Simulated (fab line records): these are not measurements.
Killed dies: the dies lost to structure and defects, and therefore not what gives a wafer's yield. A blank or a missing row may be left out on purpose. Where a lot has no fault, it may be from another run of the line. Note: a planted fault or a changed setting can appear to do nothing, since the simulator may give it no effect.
fab line records    flow gf180mcu    part 1 of 2: steps 1 to 28 of 39
record: lots: 5  wafers: 15  last-day: 34
route steps=602 shown HV_LDD@224 NSD@235 PSD@248
lots that met no fault: from a run of the same line without faults
start-h: start of the lot's first displayed wafer, in hours after the record's first day    wait-h: hours from the lot's prior step to this one    " same as the row above    L1.1+2: a single row standing in for several wafers    - value missing, or start not given    * or withheld: withheld    < > ~ a bound
route shown NAME@n: NAME is a module with steps in the file, n the number in the route of the first one    usual: mean/standard deviation of fault-free wafers    same: alike in all rows    chamber/n: place in a boat    sites: per-site readings    _std_site: their standard deviation    _edge_site: mean of outer sites minus mean of inner sites    radius-mm: how far each site lies from the wafer's centre    mask NAME#n: copy n    behind: the tool/chamber that last shaped the wafer    hold: reason for holding the lot/hours on hold/outcome of the hold    device: names the non-switching transistor (n, p or np)    end of line: the tests these same wafers got at the end of their route    for a step that has no rows: nothing shown but its recipe    killed: not the wafer's yield, but the dies lost to structure and defects at the first sort    map: shows each die of a wafer: x if killed, . if not, _ if none is there
set.NAME: the setting the step ran with; set.NAME@STEP: the setting that earlier step ran with    model.NAME: the simulator's own value behind a step, which no gauge read
lots seen at some steps along the route; tables by step, rows by wafer
services: a tool's chamber out of use, with start hour (start-h, from the record's first day; less than 0 if before it), hours out, and reason
== steps ==
step: GF_HV_LDD_IMPLANT_48
recipe: species: B  energy-kev: 25  dose-cm2: 3e+13  tilt-deg: 7
usual: beam-on-s: 9.99/0.2
lot.wafer  tool          chamber  start-h  wait-h  beam-on-s
L078.3     implanter-02  0        303.07   0.1     10.09
L078.5     "             0        "        "       9.91
L078.6     "             0        "        "       9.63
L079.1     implanter-04  0        308.09   0.0     10.37
L079.3     "             0        "        "       10.00
L079.5     "             0        "        "       9.97
L081.4     implanter-02  0        322.91   0.1     10.09
L081.5     "             0        "        "       10.12
L081.6     "             0        "        "       10.16
L091.1     implanter-03  0        410.28   0.0     9.90
L091.2     "             0        "        "       9.94
L091.6     "             0        "        "       10.06
L096.2     implanter-03  0        462.95   0.0     9.87
L096.4     "             0        "        "       9.90
L096.6     "             0        "        "       9.81
step: GF_HV_LDD_STRIP_49
recipe: chemistry: O2/N2  power-w: 1400  pressure-mtorr: 1500  platen-temp-c: 250  o2-flow-sccm: 3000  n2-flow-sccm: 300  overash-fraction: 0.5
usual: drypump-motor-current-A: 5.71/0.12  heater-power-w: 342/37  oes-product-au: 0.716/0.0046  strip-time-to-endpoint-s: 12.65/0.036
lot.wafer  tool             chamber  start-h  wait-h  drypump-motor-current-A  heater-power-w  oes-product-au  rf-hours-counter-h  strip-time-to-endpoint-s
L078.3     plasma-asher-02  0        303.21   0.1     5.55                     297             0.717           -                   12.66
L078.5     "                1        "        "       5.85                     375             0.716           -                   12.64
L078.6     "                0        "        "       5.54                     300             0.710           -                   12.72
L079.1     plasma-asher-02  1        308.24   0.1     5.79                     371             0.723           69                  12.68
L079.3     "                1        "        "       5.83                     378             0.717           -                   12.69
L079.5     "                1        "        "       5.79                     375             0.718           -                   12.66
L081.4     plasma-asher-02  0        323.01   0.1     5.52                     302             0.720           -                   12.62
L081.5     "                0        "        "       5.55                     302             0.718           -                   12.63
L081.6     "                1        "        "       5.79                     370             0.718           -                   12.70
L091.1     plasma-asher-02  0        410.43   0.1     5.56                     298             0.716           80                  12.64
L091.2     "                1        "        "       5.81                     365             0.721           80                  12.69
L091.6     "                0        "        "       5.54                     304             0.715           -                   12.64
L096.2     plasma-asher-01  0        463.07   0.1     5.77                     359             0.717           66                  12.66
L096.4     "                0        "        "       5.70                     359             0.712           -                   12.66
L096.6     "                1        "        "       5.85                     279             0.715           -                   12.65
step: GF_HV_LDD_TW_MEAS_50
usual: HV_LDD_4_TW: 570/4.2
lot.wafer  tool           chamber  start-h  wait-h  HV_LDD_4_TW
L078.3     film-metro-02  -        303.29   0.1     566
L078.5     "              -        "        "       568
L078.6     "              -        "        "       569
L079.1     film-metro-01  -        308.34   0.1     574
L079.3     "              -        "        "       572
L079.5     "              -        "        "       572
L081.4     film-metro-01  -        323.11   0.1     576
L081.5     "              -        "        "       578
L081.6     "              -        "        "       577
L091.1     film-metro-04  -        410.53   0.1     568
L091.2     "              -        "        "       564
L091.6     "              -        "        "       569
L096.2     film-metro-04  -        463.18   0.1     566
L096.4     "              -        "        "       565
L096.6     "              -        "        "       568
step: GF_HV_LDD_CLEAN_51
recipe: chemistry: SC1/SC2  mix: 1:4:20  temp-c: 70  time-s: 150  dry: n2-spin
usual: bath-heat-duty-pct: 13.6/1.1
lot.wafer  tool          chamber  start-h  wait-h  bath-heat-duty-pct
L078.3     wet-bench-04  1        303.33   0.0     12.4
L078.5     "             1        "        "       12.1
L078.6     "             1        "        "       11.6
L079.1     wet-bench-02  0        308.40   0.1     14.3
L079.3     "             0        "        "       13.6
L079.5     "             0        "        "       14.0
L081.4     wet-bench-04  2        323.14   0.0     14.6
L081.5     "             2        "        "       13.4
L081.6     "             2        "        "       15.9
L091.1     wet-bench-04  3        410.59   0.1     13.6
L091.2     "             3        "        "       12.7
L091.6     "             3        "        "       13.4
L096.2     wet-bench-01  2        463.23   0.0     12.0
L096.4     "             2        "        "       13.1
L096.6     "             2        "        "       12.6
step: GF_HV_LDD_RTA_52
recipe: temp-c: 1000  time-s: 10  ambient: N2
usual: lamp-power-pct: 31.4/0.95  wafer_temp_C_max: 1004.5/0.84
lot.wafer  tool           chamber  start-h  wait-h  lamp-power-pct  wafer_temp_C_max
L078.3     rtp-anneal-01  0        303.41   0.0     32.2            1005.7
L078.5     "              0        "        "       32.2            1004.3
L078.6     "              0        "        "       32.2            1004.5
L079.1     rtp-anneal-01  0        308.45   0.0     32.2            1006.3
L079.3     "              0        "        "       32.2            1004.5
L079.5     "              0        "        "       32.2            1004.1
L081.4     rtp-anneal-01  0        323.23   0.0     32.2            1003.6
L081.5     "              0        "        "       32.2            1004.2
L081.6     "              0        "        "       32.2            1004.6
L091.1     rtp-anneal-01  0        410.64   0.0     32.2            1004.9
L091.2     "              0        "        "       32.2            1003.8
L091.6     "              0        "        "       32.2            1004.8
L096.2     rtp-anneal-02  0        463.29   0.0     30.3            1004.1
L096.4     "              0        "        "       30.3            1003.7
L096.6     "              0        "        "       30.2            1004.4
step: GF_HV_LDD_RS_MEAS_53
recipe: thk-meas-gauge: four-point-probe
usual: HV_LDD_RS: 428.6/0.81
lot.wafer  tool           chamber  start-h  wait-h  HV_LDD_RS[ohm/sq]
L078.3     film-metro-01  -        303.49   0.1     427.7
L078.5     "              -        "        "       428.5
L078.6     "              -        "        "       427.9
L079.1     film-metro-04  -        308.51   0.1     428.7
L079.3     "              -        "        "       429.2
L079.5     "              -        "        "       429.0
L081.4     film-metro-04  -        323.33   0.1     428.7
L081.5     "              -        "        "       428.5
L081.6     "              -        "        "       427.4
L091.1     film-metro-01  -        410.77   0.1     428.1
L091.2     "              -        "        "       428.1
L091.6     "              -        "        "       429.1
L096.2     film-metro-02  -        463.37   0.1     428.4
L096.4     "              -        "        "       427.7
L096.6     "              -        "        "       427.7
step: GF_HV_LDD_CVD_54
recipe: material: SiO2  target-thk-nm: 10  precursor: TEOS  temp-c: 680  time-s: 75  pressure-mtorr: 400
usual: pressure-mtorr: 400.1/0.86  spike-tc-top-C: 697.3/2.1  spike-tc-upper-C: 680.4/1.7  susceptor-temp-C: 680.0/0.31
lot.wafer  tool      chamber  start-h  wait-h  pressure-mtorr  spike-tc-top-C  spike-tc-upper-C  susceptor-temp-C
L078.3     lpcvd-02  1        303.57   0.1     399.4           696.6           679.1             679.7
L078.5     "         1        "        "       399.8           697.2           679.2             679.8
L078.6     "         1        "        "       399.1           692.7           679.4             679.9
L079.1     lpcvd-01  1        308.63   0.1     399.6           695.4           678.8             680.3
L079.3     "         1        "        "       401.0           697.7           680.2             680.1
L079.5     "         1        "        "       400.3           696.6           681.5             680.0
L081.4     lpcvd-02  1        324.71   1.4     399.5           696.5           679.4             679.6
L081.5     "         1        "        "       400.2           694.5           677.0             679.5
L081.6     "         1        "        "       399.6           693.7           678.4             679.7
L091.1     lpcvd-02  1        410.89   0.1     401.2           697.2           677.8             680.0
L091.2     "         1        "        "       400.5           695.1           679.1             680.3
L091.6     "         1        "        "       400.6           693.9           679.6             679.6
L096.2     lpcvd-02  0        463.47   0.1     400.1           698.0           679.1             680.3
L096.4     "         0        "        "       400.6           698.0           680.5             680.2
L096.6     "         0        "        "       399.1           699.3           680.8             679.9
step: GF_HV_LDD_THK_MEAS_55
recipe: reads: SiO2_of_HV_LDD_CVD_54
usual: HV_LDD_CVD_54_THK: 9.94/0.13
lot.wafer  tool           chamber  start-h  wait-h  HV_LDD_CVD_54_THK[nm]
L078.3     film-metro-01  -        304.61   0.0     10.16
L078.5     "              -        "        "       10.19
L078.6     "              -        "        "       10.13
L079.1     film-metro-02  -        310.17   0.0     9.82
L079.3     "              -        "        "       9.95
L079.5     "              -        "        "       9.90
L081.4     film-metro-01  -        325.76   0.0     9.99
L081.5     "              -        "        "       10.00
L081.6     "              -        "        "       9.92
L091.1     film-metro-01  -        411.91   0.0     10.09
L091.2     "              -        "        "       10.01
L091.6     "              -        "        "       10.05
L096.2     film-metro-01  -        464.54   0.0     9.88
L096.4     "              -        "        "       10.05
L096.6     "              -        "        "       10.01
step: GF_HV_LDD_CVD_56
recipe: material: Si3N4  precursor: DCS/NH3  target-thk-nm: 90  temp-c: 770  time-s: 1543  pressure-mtorr: 250
usual: pressure-mtorr: 249.9/0.53  spike-tc-top-C: 785.2/2.1  spike-tc-upper-C: 770.7/1.6  susceptor-temp-C: 770.0/0.34
lot.wafer  tool      chamber  start-h  wait-h  pressure-mtorr  spike-tc-top-C  spike-tc-upper-C  susceptor-temp-C
L078.3     lpcvd-01  0        304.65   0.0     249.5           784.6           772.2             769.7
L078.5     "         0        "        "       248.9           788.1           771.0             770.4
L078.6     "         0        "        "       249.5           787.6           774.3             769.4
L079.1     lpcvd-02  0        310.23   0.1     249.9           786.1           769.0             770.3
L079.3     "         0        "        "       250.4           784.4           768.9             770.2
L079.5     "         0        "        "       250.0           784.6           770.2             770.7
L081.4     lpcvd-02  0        325.79   0.0     249.9           784.9           771.2             769.6
L081.5     "         0        "        "       251.3           787.8           768.7             770.0
L081.6     "         0        "        "       250.4           785.8           771.0             770.4
L091.1     lpcvd-01  1        411.97   0.1     249.8           784.3           769.8             769.6
L091.2     "         1        "        "       249.0           784.8           770.0             770.2
L091.6     "         1        "        "       250.2           783.5           770.7             769.6
L096.2     lpcvd-02  0        464.59   0.0     249.2           785.7           772.4             769.9
L096.4     "         0        "        "       249.3           787.3           770.0             770.0
L096.6     "         0        "        "       249.3           785.4           769.9             770.3
step: GF_HV_LDD_THK_MEAS_57
recipe: reads: Si3N4_of_HV_LDD_CVD_56
usual: HV_LDD_CVD_56_THK: 89.9/0.93
lot.wafer  tool           chamber  start-h  wait-h  HV_LDD_CVD_56_THK[nm]
L078.3     film-metro-01  -        306.10   0.0     90.0
L078.5     "              -        "        "       90.0
L078.6     "              -        "        "       89.1
L079.1     film-metro-02  -        311.65   0.0     89.3
L079.3     "              -        "        "       88.9
L079.5     "              -        "        "       89.0
L081.4     film-metro-04  -        327.25   0.0     91.8
L081.5     "              -        "        "       91.8
L081.6     "              -        "        "       90.4
L091.1     film-metro-04  -        413.40   0.0     90.1
L091.2     "              -        "        "       89.6
L091.6     "              -        "        "       89.9
L096.2     film-metro-02  -        466.02   0.0     88.6
L096.4     "              -        "        "       89.2
L096.6     "              -        "        "       89.8
step: GF_HV_LDD_ETCHBACK_58
recipe: chemistry: CH3F/O2  target: Si3N4  stop-on: SiO2  source-w: 400  bias-w: 80  pressure-mtorr: 25  ch3f-flow-sccm: 40  O2_flow_sccm: 30  time-s: 100  target-depth-a: 900
usual: ch3f-flow-sccm: 40.01/0.1  drypump-motor-current-A: 5.7/0.39  oes-product-au: 0.842/0.006  rf-fwd-power-W: 397.8/1.2  throttle-valve-pct: 10.561/0.0081
lot.wafer  tool         chamber  start-h  wait-h  ch3f-flow-sccm  drypump-motor-current-A  oes-product-au  rf-fwd-power-W  rf-hours-counter-h  throttle-valve-pct
L078.3     rie-diel-04  1        306.14   0.0     39.96           5.7                      0.839           397.7           119                 10.561
L078.5     "            3        "        "       39.92           5.8                      0.843           397.9           -                   10.564
L078.6     "            2        "        "       40.01           6.2                      0.836           396.6           -                   10.555
L079.1     rie-diel-03  1        311.71   0.1     40.17           5.8                      0.838           398.7           119                 10.556
L079.3     "            3        "        "       39.94           6.2                      0.836           397.0           53                  10.558
L079.5     "            2        "        "       39.90           5.1                      0.831           397.3           -                   10.555
L081.4     rie-diel-01  2        327.28   0.0     39.92           5.4                      0.850           397.3           5                   10.570
L081.5     "            1        "        "       40.08           6.2                      0.856           397.9           -                   10.558
L081.6     "            0        "        "       39.90           5.9                      0.842           398.3           -                   10.560
L091.1     rie-diel-04  3        413.46   0.1     39.99           5.8                      0.838           397.8           42                  10.545
L091.2     "            2        "        "       39.99           6.2                      0.844           397.9           10                  10.568
L091.6     "            3        "        "       39.95           5.8                      0.842           397.6           -                   10.574
L096.2     rie-diel-01  3        466.07   0.0     39.99           5.2                      0.838           397.0           53                  10.555
L096.4     "            1        "        "       40.18           6.2                      0.837           399.3           2                   10.567
L096.6     "            3        "        "       40.06           5.1                      0.844           397.5           -                   10.569
step: GF_NSD_DEHYDRATE_00
recipe: temp-c: 200  time-s: 60
lot.wafer   tool            chamber  start-h  wait-h
L078.3+5+6  litho-track-02  0        315.13   9.0
L079.1+3+5  litho-track-03  0        321.18   9.4
L081.4+5+6  litho-track-03  0        337.50   10.2
L091.1+2+6  litho-track-03  0        424.32   10.8
L096.2+4+6  litho-track-02  0        477.36   11.2
step: GF_NSD_HMDS_01
recipe: prime-time-s: 60  prime-temp-c: 120
same: prime-time-s: 60
lot.wafer   tool            chamber  start-h  wait-h
L078.3+5+6  litho-track-02  0        315.28   0.1
L079.1+3+5  litho-track-03  0        321.33   0.1
L081.4+5+6  litho-track-03  0        337.65   0.1
L091.1+2+6  litho-track-03  0        424.47   0.1
L096.2+4+6  litho-track-02  0        477.51   0.1
step: GF_NSD_COAT_02
recipe: resist: NOVOLAK  spin-rpm: 3000  resist-thk-nm: 1000
lot.wafer   tool            chamber  start-h  wait-h
L078.3+5+6  litho-track-02  0        315.43   0.1
L079.1+3+5  litho-track-03  0        321.48   0.1
L081.4+5+6  litho-track-03  0        337.80   0.1
L091.1+2+6  litho-track-03  0        424.62   0.1
L096.2+4+6  litho-track-02  0        477.66   0.1
step: GF_NSD_SOFTBAKE_03
recipe: temp-c: 90  time-s: 60  resist: NOVOLAK
lot.wafer   tool            chamber  start-h  wait-h
L078.3+5+6  litho-track-02  0        315.58   0.1
L079.1+3+5  litho-track-03  0        321.63   0.1
L081.4+5+6  litho-track-03  0        337.95   0.1
L091.1+2+6  litho-track-03  0        424.77   0.1
L096.2+4+6  litho-track-02  0        477.81   0.1
step: GF_NSD_EXPOSE_04
recipe: mask-id: Nplus  target-cd-nm: 400  na: 0.6  source-shape: conventional  sigma-outer: 0.6  dose-mj: 137.1
same: sigma-outer: 0.6
lot.wafer   tool              chamber  start-h  wait-h  mask
L078.3+5+6  iline-stepper-01  0        -        -       Nplus#0
L079.1+3+5  iline-stepper-01  0        -        -       Nplus#0
L081.4+5+6  iline-stepper-02  0        -        -       Nplus#0
L091.1+2+6  iline-stepper-02  0        -        -       Nplus#0
L096.2+4+6  iline-stepper-02  0        -        -       Nplus#0
step: GF_NSD_PEB_05
recipe: temp-c: withheld  time-s: *  resist: NOVOLAK
lot.wafer   tool            chamber  start-h  wait-h
L078.3+5+6  litho-track-02  0        -        -
L079.1+3+5  litho-track-02  0        -        -
L081.4+5+6  litho-track-03  0        -        -
L091.1+2+6  litho-track-03  0        -        -
L096.2+4+6  litho-track-04  0        -        -
step: GF_NSD_DEVELOP_06
recipe: develop-time-s: 60  dev-temp-c: 23
lot.wafer   tool            chamber  start-h  wait-h
L078.3+5+6  litho-track-02  0        325.23   0.1
L079.1+3+5  litho-track-02  0        332.28   0.1
L081.4+5+6  litho-track-03  0        348.15   0.1
L091.1+2+6  litho-track-03  0        436.12   0.1
L096.2+4+6  litho-track-04  0        489.80   0.1
step: GF_NSD_CD_MEAS_07
recipe: target-cd-nm: 400
usual: cd-nm: 399.5/2.7
lot.wafer  tool       chamber  start-h  wait-h  cd-nm
L078.3     cd-sem-01  -        325.37   0.1     397.8
L078.5     "          -        "        "       398.1
L078.6     "          -        "        "       394.9
L079.1     cd-sem-02  -        332.43   0.1     403.2
L079.3     "          -        "        "       403.4
L079.5     "          -        "        "       403.7
L081.4     cd-sem-01  -        348.28   0.1     402.0
L081.5     "          -        "        "       400.3
L081.6     "          -        "        "       400.9
L091.1     cd-sem-01  -        436.27   0.1     397.0
L091.2     "          -        "        "       395.0
L091.6     "          -        "        "       394.9
L096.2     cd-sem-02  -        489.95   0.1     402.4
L096.4     "          -        "        "       404.5
L096.6     "          -        "        "       402.5
step: GF_NSD_OVL_MEAS_08
usual: NSD_OVL: -0.2/1.4
lot.wafer  tool        chamber  start-h  wait-h  NSD_OVL[nm]
L078.3     overlay-02  -        325.47   0.1     -1.7
L078.5     "           -        "        "       0.6
L078.6     "           -        "        "       -2.1
L079.1     overlay-02  -        332.55   0.1     -1.1
L079.3     "           -        "        "       -1.2
L079.5     "           -        "        "       -2.3
L081.4     overlay-02  -        348.36   0.1     -1.2
L081.5     "           -        "        "       -0.8
L081.6     "           -        "        "       1.5
L091.1     overlay-01  -        436.39   0.1     -0.4
L091.2     "           -        "        "       -0.5
L091.6     "           -        "        "       0.8
L096.2     overlay-02  -        490.05   0.1     1.6
L096.4     "           -        "        "       -0.2
L096.6     "           -        "        "       0.1
step: GF_NSD_IMPLANT_09
recipe: species: As  energy-kev: 60  dose-cm2: 4e+15  tilt-deg: 7
usual: beam-on-s: 17.9/2.4
lot.wafer  tool          chamber  start-h  wait-h  beam-on-s
L078.3     implanter-04  0        325.54   0.1     16.1
L078.5     "             0        "        "       15.8
L078.6     "             0        "        "       15.7
L079.1     implanter-02  0        332.59   0.0     21.6
L079.3     "             0        "        "       20.4
L079.5     "             0        "        "       21.1
L081.4     implanter-04  0        348.46   0.1     15.3
L081.5     "             0        "        "       16.1
L081.6     "             0        "        "       15.4
L091.1     implanter-04  0        436.43   0.0     15.7
L091.2     "             0        "        "       15.1
L091.6     "             0        "        "       15.7
L096.2     implanter-02  0        490.11   0.0     21.3
L096.4     "             0        "        "       21.9
L096.6     "             0        "        "       20.8
step: GF_NSD_IMPLANT_10
recipe: species: P  energy-kev: 40  dose-cm2: 5e+14  tilt-deg: 7
usual: beam-on-s: 9.99/0.19
lot.wafer  tool          chamber  start-h  wait-h  beam-on-s
L078.3     implanter-04  0        325.69   0.1     9.97
L078.5     "             0        "        "       10.01
L078.6     "             0        "        "       9.52
L079.1     implanter-02  0        332.74   0.1     9.85
L079.3     "             0        "        "       10.10
L079.5     "             0        "        "       9.91
L081.4     implanter-04  0        348.61   0.1     9.94
L081.5     "             0        "        "       9.63
L081.6     "             0        "        "       10.03
L091.1     implanter-04  0        436.58   0.1     10.16
L091.2     "             0        "        "       9.96
L091.6     "             0        "        "       10.18
L096.2     implanter-02  0        490.26   0.1     9.78
L096.4     "             0        "        "       10.31
L096.6     "             0        "        "       9.76
step: GF_NSD_STRIP_11
recipe: chemistry: O2/N2  power-w: 1400  pressure-mtorr: 1500  platen-temp-c: 250  o2-flow-sccm: 3000  n2-flow-sccm: 300  overash-fraction: 0.5
usual: drypump-motor-current-A: 5.83/0.2  heater-power-w: 347/26  oes-product-au: 0.487/0.0046  strip-time-to-endpoint-s: 22.97/0.037
lot.wafer  tool             chamber  start-h  wait-h  drypump-motor-current-A  heater-power-w  oes-product-au  rf-hours-counter-h  strip-time-to-endpoint-s
L078.3     plasma-asher-04  1        325.82   0.1     6.04                     337             0.487           -                   22.98
L078.5     "                0        "        "       6.08                     344             0.481           -                   22.95
L078.6     "                1        "        "       6.02                     337             0.485           -                   22.98
L079.1     plasma-asher-02  0        332.89   0.1     5.55                     297             0.489           71                  22.98
L079.3     "                1        "        "       5.80                     372             0.487           -                   22.97
L079.5     "                1        "        "       5.81                     374             0.491           -                   22.95
L081.4     plasma-asher-04  1        348.71   0.1     6.02                     339             0.480           -                   23.02
L081.5     "                1        "        "       6.05                     340             0.481           -                   23.01
L081.6     "                0        "        "       6.10                     340             0.486           -                   23.00
L091.1     plasma-asher-02  0        436.73   0.1     5.52                     309             0.497           1                   22.96
L091.2     "                1        "        "       5.75                     391             0.483           1                   22.94
L091.6     "                1        "        "       5.72                     380             0.490           -                   22.97
L096.2     plasma-asher-02  1        490.38   0.1     5.84                     376             0.488           7                   22.91
L096.4     "                0        "        "       5.56                     306             0.480           -                   22.90
L096.6     "                1        "        "       5.91                     377             0.485           -                   22.96
step: GF_NSD_TW_MEAS_12
usual: NSD_TW: 4249/44
lot.wafer  tool           chamber  start-h  wait-h  NSD_TW
L078.3     film-metro-01  -        325.91   0.1     4277
L078.5     "              -        "        "       4318
L078.6     "              -        "        "       4329
L079.1     film-metro-01  -        332.99   0.1     4267
L079.3     "              -        "        "       4306
L079.5     "              -        "        "       4303
L081.4     film-metro-03  -        348.81   0.1     4221
L081.5     "              -        "        "       4206
L081.6     "              -        "        "       4212
L091.1     film-metro-03  -        436.83   0.1     4209
L091.2     "              -        "        "       4203
L091.6     "              -        "        "       4205
L096.2     film-metro-03  -        490.49   0.1     4202
L096.4     "              -        "        "       4205
L096.6     "              -        "        "       4190
step: GF_PSD_DEHYDRATE_00
recipe: temp-c: 200  time-s: 60
lot.wafer   tool            chamber  start-h  wait-h
L078.3+5+6  litho-track-02  0        336.33   10.4
L079.1+3+5  litho-track-02  0        342.73   9.7
L081.4+5+6  litho-track-02  0        359.26   10.4
L091.1+2+6  litho-track-03  0        448.22   11.4
L096.2+4+6  litho-track-01  0        501.69   11.2
step: GF_PSD_HMDS_01
recipe: prime-time-s: 60  prime-temp-c: 120
same: prime-time-s: 60
lot.wafer   tool            chamber  start-h  wait-h
L078.3+5+6  litho-track-02  0        336.48   0.1
L079.1+3+5  litho-track-02  0        342.88   0.1
L081.4+5+6  litho-track-02  0        359.41   0.1
L091.1+2+6  litho-track-03  0        448.37   0.1
L096.2+4+6  litho-track-01  0        501.84   0.1
step: GF_PSD_COAT_02
recipe: resist: NOVOLAK  spin-rpm: 3000  resist-thk-nm: 1000
lot.wafer   tool            chamber  start-h  wait-h
L078.3+5+6  litho-track-02  0        336.63   0.1
L079.1+3+5  litho-track-02  0        343.03   0.1
L081.4+5+6  litho-track-02  0        359.56   0.1
L091.1+2+6  litho-track-03  0        448.52   0.1
L096.2+4+6  litho-track-01  0        501.99   0.1
step: GF_PSD_SOFTBAKE_03
recipe: temp-c: 90  time-s: 60  resist: NOVOLAK
lot.wafer   tool            chamber  start-h  wait-h
L078.3+5+6  litho-track-02  0        336.78   0.1
L079.1+3+5  litho-track-02  0        343.18   0.1
L081.4+5+6  litho-track-02  0        359.71   0.1
L091.1+2+6  litho-track-03  0        448.67   0.1
L096.2+4+6  litho-track-01  0        502.14   0.1
